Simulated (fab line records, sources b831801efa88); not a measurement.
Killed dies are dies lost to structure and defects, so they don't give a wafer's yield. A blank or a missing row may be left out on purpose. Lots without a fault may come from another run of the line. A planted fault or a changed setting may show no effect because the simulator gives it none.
Which tool did it? | flow gf180mcu | 12 lots, 36 wafers sampled, at 6 steps of a route of 602

WHAT THE GAUGES READ, wafer by wafer
GF_V2_CD_MEAS_14: target cd 260 nm.
lot  | measured     | on        | cd_nm (nm)
L469 | day 20 14:32 | cd_sem-01 | 258.9 259.5 261.0
L470 | day 21 00:53 | cd_sem-01 | 258.0 258.4 257.6
L471 | day 21 03:29 | cd_sem-02 | 261.1 260.3 259.9
L472 | day 21 16:42 | cd_sem-02 | 259.6 258.2 258.2
L475 | day 22 19:07 | cd_sem-01 | 260.4 260.3 259.5
L478 | day 23 22:40 | cd_sem-01 | 259.9 259.1 258.9
L482 | day 25 09:51 | cd_sem-02 | 260.2 261.8 260.6
L487 | day 26 19:52 | cd_sem-01 | 259.3 258.3 259.3
L488 | day 27 04:35 | cd_sem-01 | 259.5 260.3 259.7
L489 | day 27 11:52 | cd_sem-01 | 259.4 259.2 260.4
L490 | day 27 21:46 | cd_sem-02 | 258.9 257.7 259.4
L491 | day 28 00:52 | cd_sem-02 | 259.8 259.9 259.3

GF_M3_CD_MEAS_14: target cd 280 nm.
lot  | measured     | on        | cd_nm (nm)
L469 | day 21 16:22 | cd_sem-02 | 280.4 281.1 281.7
L470 | day 22 02:19 | cd_sem-02 | 279.1 279.6 281.1
L471 | day 22 04:38 | cd_sem-01 | 280.2 281.0 279.4
L472 | day 22 17:45 | cd_sem-02 | 279.2 278.7 278.9
L475 | day 23 19:19 | cd_sem-02 | 278.8 279.4 280.2
L478 | day 24 22:26 | cd_sem-02 | 282.6 282.1 282.7
L482 | day 26 08:38 | cd_sem-01 | 281.1 280.1 279.2
L487 | day 27 17:07 | cd_sem-02 | 281.0 281.0 280.7
L488 | day 28 02:46 | cd_sem-02 | 280.4 282.3 280.7
L489 | day 28 09:20 | cd_sem-02 | 278.6 278.8 278.2
L490 | day 28 19:07 | cd_sem-01 | 280.1 280.5 280.4
L491 | day 28 21:38 | cd_sem-01 | 283.9 282.4 283.2

GF_V3_RS_MEAS_24: measures by four-point-probe.
lot  | measured     | on            | V3_W_RS (ohm/sq)
L469 | day 22 17:52 | film_metro-01 | 0.327 0.328 0.325
L470 | day 23 04:06 | film_metro-02 | 0.330 0.330 0.328
L471 | day 23 06:04 | film_metro-02 | 0.324 0.332 0.326
L472 | day 23 18:44 | film_metro-02 | 0.326 0.331 0.332
L475 | day 24 19:50 | film_metro-02 | 0.333 0.328 0.336
L478 | day 25 22:01 | film_metro-01 | 0.326 0.332 0.330
L482 | day 27 07:10 | film_metro-01 | 0.323 0.322 0.320
L487 | day 28 15:21 | film_metro-02 | 0.311 0.309 0.309 0.311 0.309 0.309
L488 | day 29 00:33 | film_metro-03 | 0.313 0.315 0.313 0.313 0.315 0.314
L489 | day 29 06:34 | film_metro-03 | 0.332 0.329 0.328
L490 | day 29 16:13 | film_metro-03 | 0.322 0.327 0.330
L491 | day 29 18:35 | film_metro-01 | 0.323 0.329 0.324

GF_V3_THK_MEAS_25: measures by xrf.
lot  | measured     | on            | V3_W_THK (nm)
L469 | day 22 17:59 | film_metro-01 | 345 341 344
L470 | day 23 04:11 | film_metro-02 | 346 345 350
L471 | day 23 06:10 | film_metro-02 | 354 346 352
L472 | day 23 18:51 | film_metro-02 | 350 347 347
L475 | day 24 19:57 | film_metro-02 | 339 342 335
L478 | day 25 22:08 | film_metro-01 | 343 334 339
L482 | day 27 07:16 | film_metro-01 | 347 344 350
L487 | day 28 17:41 | film_metro-02 | 367 371 370 367 368 368
L488 | day 29 04:30 | film_metro-03 | 356 354 355 355 355 353
L489 | day 29 06:41 | film_metro-03 | 338 338 342
L490 | day 29 16:20 | film_metro-03 | 348 341 338
L491 | day 29 18:42 | film_metro-01 | 346 340 344

WHICH TOOL RAN EACH LOT (tool, then ch and the chambers of the sampled wafers, then the start)
lot  | GF_V2_SPUTTER_22             | GF_V3_CVD_23
L469 | pvd_sputter-04, day 20 15:26 | cvd_w-02 ch 0, day 22 17:44
L470 | pvd_sputter-02, day 21 01:42 | cvd_w-02 ch 0,1, day 23 03:58
L471 | pvd_sputter-03, day 21 04:22 | cvd_w-01 ch 0,1, day 23 05:57
L472 | pvd_sputter-02, day 21 17:34 | cvd_w-02 ch 0,1, day 23 18:37
L475 | pvd_sputter-04, day 22 19:59 | cvd_w-02 ch 0,1, day 24 19:43
L478 | pvd_sputter-03, day 23 23:35 | cvd_w-01 ch 0,1, day 25 21:53
L482 | pvd_sputter-03, day 25 10:41 | cvd_w-01 ch 0,1, day 27 07:03
L487 | pvd_sputter-02, day 26 20:46 | cvd_w-02 ch 1, day 28 15:13
L488 | pvd_sputter-02, day 27 05:28 | cvd_w-02 ch 1, day 29 00:25
L489 | pvd_sputter-02, day 27 12:44 | cvd_w-01 ch 0, day 29 06:28
L490 | pvd_sputter-02, day 27 22:37 | cvd_w-01 ch 0,1, day 29 16:05
L491 | pvd_sputter-04, day 28 01:44 | cvd_w-01 ch 0,1, day 29 18:28
- GF_V2_SPUTTER_22: material TiN, target thk 10 nm, time 40 s.
- GF_V3_CVD_23: deposits W, target thk 350 nm, time 104.9 s.

WHAT THE TOOLS THEMSELVES READ (means of the sampled wafers that have a number; where no wafer has one, the mark that the record gives instead)
GF_V2_SPUTTER_22.
lot  | tool           | throttle_valve_pct (%)
L469 | pvd_sputter-04 | 30.1
L470 | pvd_sputter-02 | 31.0
L471 | pvd_sputter-03 | 29.0
L472 | pvd_sputter-02 | 30.5
L475 | pvd_sputter-04 | 30.5
L478 | pvd_sputter-03 | 30.5
L482 | pvd_sputter-03 | 29.9
L487 | pvd_sputter-02 | 30.6
L488 | pvd_sputter-02 | 31.0
L489 | pvd_sputter-02 | 30.9
L490 | pvd_sputter-02 | 30.9
L491 | pvd_sputter-04 | 30.9

GF_V3_CVD_23.
lot  | tool     | chamber_pressure_Torr (Torr) | heater_power_w (W)
L469 | cvd_w-02 | 39.85                        | 827
L470 | cvd_w-02 | 39.90                        | 846
L471 | cvd_w-01 | 39.95                        | 856
L472 | cvd_w-02 | 40.00                        | 843
L475 | cvd_w-02 | 40.04                        | 826
L478 | cvd_w-01 | 40.12                        | 858
L482 | cvd_w-01 | 39.94                        | 845
L487 | cvd_w-02 | 44.85                        | 851
L488 | cvd_w-02 | 44.93                        | 874
L489 | cvd_w-01 | 39.97                        | 782
L490 | cvd_w-01 | 39.97                        | 826
L491 | cvd_w-01 | 39.98                        | 817

THE ANSWER, worked out from the rows above alone
Rule: what is usual is taken from the lots themselves. Put in order of their means at a reading, lots are off if they are a third of the lots or fewer, leave a main group of 4 or more, and stand apart from it by a gap of 3 or more times the standard deviation of the main group's means; of several such gaps the widest counts. A main group whose means are all the same, to the digits that the tables above print for the reading, isn't used. A lot without any number at a reading at which 4 lots or more have one is off too. The other lots that the step has rows for count as sound. The gauges are gone through in route order, then the tools' own readings, and for those a lot's mean is taken as printed above. The first step at which some lot is off is used, and at that step the reading that is off furthest; a lot without a number counts as furthest.
Off: L487, L488, at GF_V3_CVD_23 (chamber_pressure_Torr). The main group: mean 39.97 Torr, standard deviation 0.07.
A tool fits if, at that step or a process step before it, it ran every lot that is off, and no sound lot after the first of them. One fits: cvd_w-02 at GF_V3_CVD_23. Its last sound lot is L475 (day 24 19:43), its first lot that is off L487 (day 28 15:13): a fault that began between those two fits.
The tool's own readings at GF_V3_CVD_23 bear it out: on the lots that are off they differ by more than 5 times the standard deviation of the sound lots' means. chamber_pressure_Torr reads 44.89 Torr there against 39.97 Torr on the sound lots.

WHAT THE SIMULATOR HAD PUT IN
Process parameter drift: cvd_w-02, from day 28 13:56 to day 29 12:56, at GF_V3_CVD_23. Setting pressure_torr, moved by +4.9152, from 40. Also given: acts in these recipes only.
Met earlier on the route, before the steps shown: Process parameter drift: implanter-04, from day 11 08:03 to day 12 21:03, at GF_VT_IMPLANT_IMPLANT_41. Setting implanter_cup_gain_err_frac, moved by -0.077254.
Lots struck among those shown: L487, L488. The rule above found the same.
